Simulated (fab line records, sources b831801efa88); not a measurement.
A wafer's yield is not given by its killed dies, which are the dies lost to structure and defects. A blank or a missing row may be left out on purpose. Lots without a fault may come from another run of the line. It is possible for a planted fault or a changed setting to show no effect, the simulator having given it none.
Split-lot trial / flow sfqLine / on a route of 325 steps: 5 lots, 23 wafers read

ABOUT THE SPLIT
At SFQ_TRILAYER_M0_DEP_SPUTTER_019 (material Nb, target thk 200 nm, time 133.3 s), the setting timeS was moved away from the recipe's 133.3 s on 10 of the 23 wafers read, by -10.4% to +5.3%. All remaining wafers had this setting at the recipe value.

FROM THE SPLIT TO THE READING: what the file shows between them, 3 steps
- SFQ_M0_RS_MEAS_904: measures by four-point-probe
- SFQ_TRILAYER_M0_LITHO_PEB_024: peb time 60 s (also split here: pebTimeS)
- SFQ_TRILAYER_M0_BARC_OPEN_METAL_ETCH_031: etches BARC in O2, target depth 125 nm, time 41.7 s (also split here: timeS)

THE READING
oesProductAu, in a.u., at SFQ_TRILAYER_M0_ETCH_METAL_ETCH_024 (etches Nb in Cl2/Ar, stops on SiO2, target depth 240 nm, time 120 s). A value of 0.893 a.u. with a standard deviation of 0.0074 a.u. is what fault-free wafers of this fab line usually give.

wafer=L074.1; tool, chamber at the split=pvdSputter-05, -; timeS as run, s=140.3; against the recipe=+5.3%; oesProductAu, a.u.=0.912; against lot-mates on the recipe=+0.026
wafer=L074.2; tool, chamber at the split=pvdSputter-05, -; timeS as run, s=133.3; against the recipe=recipe; oesProductAu, a.u.=0.889; against lot-mates on the recipe=-
wafer=L074.3; tool, chamber at the split=pvdSputter-05, -; timeS as run, s=133.3; against the recipe=recipe; oesProductAu, a.u.=0.879; against lot-mates on the recipe=-
wafer=L074.5; tool, chamber at the split=pvdSputter-05, -; timeS as run, s=133.3; against the recipe=recipe; oesProductAu, a.u.=0.889; against lot-mates on the recipe=-
wafer=L074.6; tool, chamber at the split=pvdSputter-05, -; timeS as run, s=140.3; against the recipe=+5.3%; oesProductAu, a.u.=0.908; against lot-mates on the recipe=+0.022
wafer=L075.1; tool, chamber at the split=pvdSputter-04, -; timeS as run, s=126.7; against the recipe=-5.0%; oesProductAu, a.u.=0.854; against lot-mates on the recipe=-0.038
wafer=L075.2; tool, chamber at the split=pvdSputter-04, -; timeS as run, s=126.7; against the recipe=-5.0%; oesProductAu, a.u.=0.861; against lot-mates on the recipe=-0.031
wafer=L075.3; tool, chamber at the split=pvdSputter-04, -; timeS as run, s=133.3; against the recipe=recipe; oesProductAu, a.u.=0.898; against lot-mates on the recipe=-
wafer=L075.5; tool, chamber at the split=pvdSputter-04, -; timeS as run, s=133.3; against the recipe=recipe; oesProductAu, a.u.=0.886; against lot-mates on the recipe=-
wafer=L075.6; tool, chamber at the split=pvdSputter-04, -; timeS as run, s=126.7; against the recipe=-5.0%; oesProductAu, a.u.=0.863; against lot-mates on the recipe=-0.029
wafer=L078.1; tool, chamber at the split=pvdSputter-04, -; timeS as run, s=140.2; against the recipe=+5.2%; oesProductAu, a.u.=0.924; against lot-mates on the recipe=+0.034
wafer=L078.2; tool, chamber at the split=pvdSputter-04, -; timeS as run, s=133.3; against the recipe=recipe; oesProductAu, a.u.=0.884; against lot-mates on the recipe=-
wafer=L078.3; tool, chamber at the split=pvdSputter-04, -; timeS as run, s=140.2; against the recipe=+5.2%; oesProductAu, a.u.=0.917; against lot-mates on the recipe=+0.027
wafer=L078.4; tool, chamber at the split=pvdSputter-04, -; timeS as run, s=133.3; against the recipe=recipe; oesProductAu, a.u.=0.893; against lot-mates on the recipe=-
wafer=L078.5; tool, chamber at the split=pvdSputter-04, -; timeS as run, s=133.3; against the recipe=recipe; oesProductAu, a.u.=0.894; against lot-mates on the recipe=-
wafer=L079.2; tool, chamber at the split=pvdSputter-04, -; timeS as run, s=133.3; against the recipe=recipe; oesProductAu, a.u.=0.896; against lot-mates on the recipe=-
wafer=L079.4; tool, chamber at the split=pvdSputter-04, -; timeS as run, s=133.3; against the recipe=recipe; oesProductAu, a.u.=0.890; against lot-mates on the recipe=-
wafer=L079.6; tool, chamber at the split=pvdSputter-04, -; timeS as run, s=133.3; against the recipe=recipe; oesProductAu, a.u.=0.884; against lot-mates on the recipe=-
wafer=L082.2; tool, chamber at the split=pvdSputter-05, -; timeS as run, s=119.4; against the recipe=-10.4%; oesProductAu, a.u.=0.845; against lot-mates on the recipe=-0.046
wafer=L082.3; tool, chamber at the split=pvdSputter-05, -; timeS as run, s=133.3; against the recipe=recipe; oesProductAu, a.u.=0.893; against lot-mates on the recipe=-
wafer=L082.4; tool, chamber at the split=pvdSputter-05, -; timeS as run, s=133.3; against the recipe=recipe; oesProductAu, a.u.=0.890; against lot-mates on the recipe=-
wafer=L082.5; tool, chamber at the split=pvdSputter-05, -; timeS as run, s=119.4; against the recipe=-10.4%; oesProductAu, a.u.=0.843; against lot-mates on the recipe=-0.048
wafer=L082.6; tool, chamber at the split=pvdSputter-05, -; timeS as run, s=119.4; against the recipe=-10.4%; oesProductAu, a.u.=0.848; against lot-mates on the recipe=-0.043

FIT RESULTS
A straight line over all 23 wafers: oesProductAu changes by +0.00465 a.u. for each +1% of timeS; r = +0.96; the points scatter about the line by 0.0061 a.u.
The same after taking each lot's own level away (the mean of its wafers on the recipe; 23 wafers): +0.0049 a.u. for each +1%; r = +0.97; scatter 0.0058 a.u.
On that fit, the largest move of timeS shifts the reading by 0.051 a.u.
The span of the lots' own levels, 0.8857 to 0.8920 a.u., comes to 0.9 times the standard deviation stated above.
Consequently the slope shifts little with the lot-to-lot level, the two slopes agreeing.
Check: with one of the wafers moved furthest among these (-10.4%) left out of the fit, the line predicts -0.0527 a.u. for it against its lot-mates. Against them it came out at -0.0465 a.u.

FURTHER SPLITS ON THESE WAFERS
These wafers also went through other splits before the reading. Each is held against what the fit with the lots' levels taken away leaves over:
other split on the same wafers=SFQ_TRILAYER_INCOMING_OXIDATION_002 tempC; wafers away from the commonest value=5; r with oesProductAu (lot level and that fit taken away)=-0.04
other split on the same wafers=SFQ_TRILAYER_L0_LITHO_EXPOSE_006 doseMj; wafers away from the commonest value=5; r with oesProductAu (lot level and that fit taken away)=+0.13
other split on the same wafers=SFQ_TRILAYER_L0_VIA_LITHO_COAT_013 spinRpm; wafers away from the commonest value=7; r with oesProductAu (lot level and that fit taken away)=+0.13
other split on the same wafers=SFQ_TRILAYER_L0_VIA_LITHO_PEB_016 pebTempC; wafers away from the commonest value=6; r with oesProductAu (lot level and that fit taken away)=+0.03
other split on the same wafers=SFQ_TRILAYER_M0_LITHO_PEB_024 pebTimeS; wafers away from the commonest value=8; r with oesProductAu (lot level and that fit taken away)=-0.44
other split on the same wafers=SFQ_TRILAYER_M0_BARC_OPEN_METAL_ETCH_031 timeS; wafers away from the commonest value=8; r with oesProductAu (lot level and that fit taken away)=+0.04

THE WHOLE CHAIN: every reading that the file lists as answering this split, in the file's order
step=SFQ_TRILAYER_M0_DEP_SPUTTER_019; what it does=material Nb, target thk 200 nm, time 133.3 s; reading=Nb_of_TRILAYER_M0_DEP_SPUTTER_019.thkNm (the simulator's own value, which no gauge read); change (the file's fit)=+2.12 nm for each +1% of the setting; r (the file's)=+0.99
step=SFQ_M0_RS_MEAS_904; what it does=measures by four-point-probe; reading=M0_NB_RS; change (the file's fit)=-0.0102 for each +1% of the setting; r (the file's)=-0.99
step=SFQ_TRILAYER_M0_ETCH_METAL_ETCH_024; what it does=etches Nb in Cl2/Ar, stops on SiO2, target depth 240 nm, time 120 s; reading=oesProductAu; change (the file's fit)=+0.00495 a.u. for each +1% of the setting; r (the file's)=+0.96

FILE'S OWN FIT
oesProductAu changes by +0.00495 a.u. for each +1% of timeS, r = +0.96.
